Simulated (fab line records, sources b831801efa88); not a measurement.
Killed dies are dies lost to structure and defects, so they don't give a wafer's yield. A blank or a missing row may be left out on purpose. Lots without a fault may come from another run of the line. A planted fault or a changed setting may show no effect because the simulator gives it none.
Which tool did it? | flow sky130 | 11 lots, 33 wafers sampled, at 5 steps of a route of 708

WHAT THE GAUGES READ, wafer by wafer
SKY_VIA3_OVL_MEAS_13. Usual: VIA3_OVL 1 nm, standard deviation 5.4.
lot  | measured     | on         | VIA3_OVL (nm) | flag
L378 | day 39 18:13 | overlay-02 | 0 1 -7        |
L379 | day 40 01:55 | overlay-01 | -10 4 -5      |
L380 | day 40 06:03 | overlay-01 | 6 -3 -3       |
L381 | day 40 08:35 | overlay-02 | -1 -6 -1      |
L383 | day 41 12:16 | overlay-02 | -2 4 -5       |
L390 | day 43 05:32 | overlay-02 | -4 5 -1       |
L394 | day 44 10:03 | overlay-01 | 7 -4 3        |
L395 | day 44 14:37 | overlay-01 | -2 -2 -2      |
L396 | day 45 01:00 | overlay-01 | -1 -5 -14     |
L397 | day 45 03:44 | overlay-01 | 9 5 9         |
L400 | day 45 17:45 | overlay-01 | 2 3 1         |

SKY_VIA4_OVL_MEAS_11. Usual: VIA4_OVL -0.6 nm, standard deviation 1.6.
lot  | measured     | on         | VIA4_OVL (nm)  | flag
L378 | day 43 00:17 | overlay-01 | -0.9 -0.2 -2.8 |
L379 | day 43 05:18 | overlay-02 | -0.7 1.5 -0.6  |
L380 | day 43 08:14 | overlay-02 | -1.5 -1.4 -1.7 |
L381 | day 43 12:31 | overlay-02 | -1.3 -1.1 -0.5 |
L383 | day 44 12:53 | overlay-01 | -5.0 -1.9 -2.2 |
L390 | day 46 03:22 | overlay-01 | 0.7 -1.3       |
L394 | day 47 05:17 | overlay-01 | 1.9 2.4 1.0    |
L395 | day 47 09:26 | overlay-02 | -1.7 -0.4 0.0  |
L396 | day 47 18:44 | overlay-01 | -1.4 -1.9 -1.7 |
L397 | day 47 21:19 | overlay-02 | -0.6 -1.7 1.1  |
L400 | day 48 09:59 | overlay-02 | -3.3 -0.9 -1.8 |

WHICH TOOL RAN EACH LOT (tool, then ch and the chambers of the sampled wafers, then the start)
lot  | SKY_METAL4_SPUTTER_03        | SKY_METAL4_METAL_ETCH_18          | SKY_METAL4_STRIP_19
L378 | pvd_sputter-04, day 39 19:44 | rie_metal-01 ch 0,1, day 41 23:31 | plasma_asher-02 ch 0,1, day 41 23:42
L379 | pvd_sputter-02, day 40 03:22 | rie_metal-04 ch 0,1, day 42 04:53 | plasma_asher-03 ch 0,1, day 42 05:02
L380 | pvd_sputter-01, day 40 07:31 | rie_metal-03 ch 0,1, day 42 08:26 | plasma_asher-01 ch 0,1, day 42 08:35
L381 | pvd_sputter-02, day 40 10:04 | rie_metal-01 ch 1, day 42 12:10   | plasma_asher-03 ch 0,1, day 42 12:21
L383 | pvd_sputter-02, day 41 13:44 | rie_metal-03 ch 0, day 43 12:50   | plasma_asher-03 ch 0,1, day 43 13:08
L390 | pvd_sputter-02, day 43 07:08 | rie_metal-04 ch 0,1, day 45 04:10 | plasma_asher-01 ch 0,1, day 45 04:21
L394 | pvd_sputter-01, day 44 12:05 | rie_metal-03 ch 0, day 46 08:13   | plasma_asher-02 ch 0,1, day 46 08:24
L395 | pvd_sputter-02, day 44 16:05 | rie_metal-03 ch 0,1, day 46 11:50 | plasma_asher-01 ch 0,1, day 46 11:59
L396 | pvd_sputter-02, day 45 02:43 | rie_metal-01 ch 0,1, day 46 21:20 | plasma_asher-02 ch 0,1, day 46 21:29
L397 | pvd_sputter-04, day 45 05:30 | rie_metal-01 ch 0,1, day 47 00:13 | plasma_asher-01 ch 0,1, day 47 00:24
L400 | pvd_sputter-02, day 45 19:13 | rie_metal-03 ch 0,1, day 47 13:04 | plasma_asher-01 ch 0,1, day 47 13:15
- SKY_METAL4_SPUTTER_03: material Ti, target thk 5 nm, time 3.3 s.
- SKY_METAL4_METAL_ETCH_18: etches the open film in Cl2/BCl3, stops on SiO2, target depth 845 nm, time 183.1 s.
- SKY_METAL4_STRIP_19: strips in O2/N2.

WHAT THE TOOLS THEMSELVES READ (means of the sampled wafers that have a number; where no wafer has one, the mark that the record gives instead)
SKY_METAL4_SPUTTER_03. Usual: chamber_pressure_pa 0.4001 Pa, standard deviation 0.00085; throttle_valve_pct 30.3 %, standard deviation 1.2.
lot  | tool           | chamber_pressure_pa (Pa) | throttle_valve_pct (%) | flag
L378 | pvd_sputter-04 | 0.4000                   | 30.9                   |
L379 | pvd_sputter-02 | 0.3995                   | 30.6                   |
L380 | pvd_sputter-01 | 0.3993                   | 30.0                   |
L381 | pvd_sputter-02 | 0.4001                   | 29.9                   |
L383 | pvd_sputter-02 | 0.4001                   | 29.9                   |
L390 | pvd_sputter-02 | 0.4000                   | 29.0                   |
L394 | pvd_sputter-01 | 0.4006                   | 28.8                   |
L395 | pvd_sputter-02 | 0.4004                   | 30.3                   |
L396 | pvd_sputter-02 | 0.3991                   | 29.7                   |
L397 | pvd_sputter-04 | 0.3999                   | 31.8                   |
L400 | pvd_sputter-02 | 0.3994                   | 30.5                   |

SKY_METAL4_METAL_ETCH_18. Usual: drypump_motor_current_A 5.50 A, standard deviation 0.29; oes_product_au 0.865 a.u., standard deviation 0.0058; throttle_valve_pct 22.264 %, standard deviation 0.0096.
lot  | tool         | drypump_motor_current_A (A) | oes_product_au (a.u.) | throttle_valve_pct (%) | flag
L378 | rie_metal-01 | 5.56                        | 0.855                 | 22.271                 |
L379 | rie_metal-04 | 5.17                        | 0.869                 | 22.262                 |
L380 | rie_metal-03 | 5.60                        | 0.872                 | 22.263                 |
L381 | rie_metal-01 | 5.69                        | 0.864                 | 22.271                 |
L383 | rie_metal-03 | 5.78                        | 0.867                 | 22.257                 |
L390 | rie_metal-04 | 5.17                        | 0.819                 | 22.269                 | OFF
L394 | rie_metal-03 | 5.78                        | 0.867                 | 22.260                 |
L395 | rie_metal-03 | 5.63                        | 0.867                 | 22.255                 |
L396 | rie_metal-01 | 5.44                        | 0.859                 | 22.265                 |
L397 | rie_metal-01 | 5.57                        | 0.866                 | 22.261                 |
L400 | rie_metal-03 | 5.60                        | 0.861                 | 22.279                 |

SKY_METAL4_STRIP_19. Usual: drypump_motor_current_A 5.7 A, standard deviation 0.5; oes_product_au 0.503 a.u., standard deviation 0.0061; strip_time_to_endpoint_s 6.55 s, standard deviation 0.084.
lot  | tool            | drypump_motor_current_A (A) | oes_product_au (a.u.) | strip_time_to_endpoint_s (s) | flag
L378 | plasma_asher-02 | 5.4                         | 0.494                 | 6.49                         |
L379 | plasma_asher-03 | 5.7                         | 0.503                 | 6.51                         |
L380 | plasma_asher-01 | 5.8                         | 0.501                 | 6.49                         |
L381 | plasma_asher-03 | 6.1                         | 0.504                 | 6.56                         |
L383 | plasma_asher-03 | 6.1                         | 0.506                 | 6.59                         |
L390 | plasma_asher-01 | 6.2                         | 0.533                 | 7.36                         | OFF
L394 | plasma_asher-02 | 5.5                         | 0.500                 | 6.57                         |
L395 | plasma_asher-01 | 6.2                         | 0.512                 | 6.68                         |
L396 | plasma_asher-02 | 5.4                         | 0.501                 | 6.51                         |
L397 | plasma_asher-01 | 6.2                         | 0.507                 | 6.56                         |
L400 | plasma_asher-01 | 6.2                         | 0.503                 | 6.58                         |

THE ANSWER, worked out from the rows above alone
Rule: a lot is off if the mean of its wafers that have a number lies more than 3 standard deviations from the usual mean. A lot without any number at a reading at which 4 lots or more have one is off too. The other lots that the step has rows for count as sound. The gauges are gone through in route order, then the tools' own readings, and for those a lot's mean is taken as printed above. The first step at which some lot is off is used, and at that step the reading that is off furthest; a lot without a number counts as furthest.
Off: L390, at SKY_METAL4_METAL_ETCH_18 (oes_product_au).
A tool fits if, at that step or a process step before it, it ran every lot that is off, and no sound lot after the first of them. One fits: rie_metal-04 at SKY_METAL4_METAL_ETCH_18. Its last sound lot is L379 (day 42 04:53), its first lot that is off L390 (day 45 04:10): a fault that began between those two fits.
The tool's own readings at SKY_METAL4_METAL_ETCH_18 bear it out: on the lots that are off they differ by more than 5 times the standard deviation of the sound lots' means. oes_product_au reads 0.819 a.u. there against 0.865 a.u. on the sound lots.

WHAT THE SIMULATOR HAD PUT IN
Process parameter drift: rie_metal-04, from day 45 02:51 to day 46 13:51, at SKY_METAL4_METAL_ETCH_18. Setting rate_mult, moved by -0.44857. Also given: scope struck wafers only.
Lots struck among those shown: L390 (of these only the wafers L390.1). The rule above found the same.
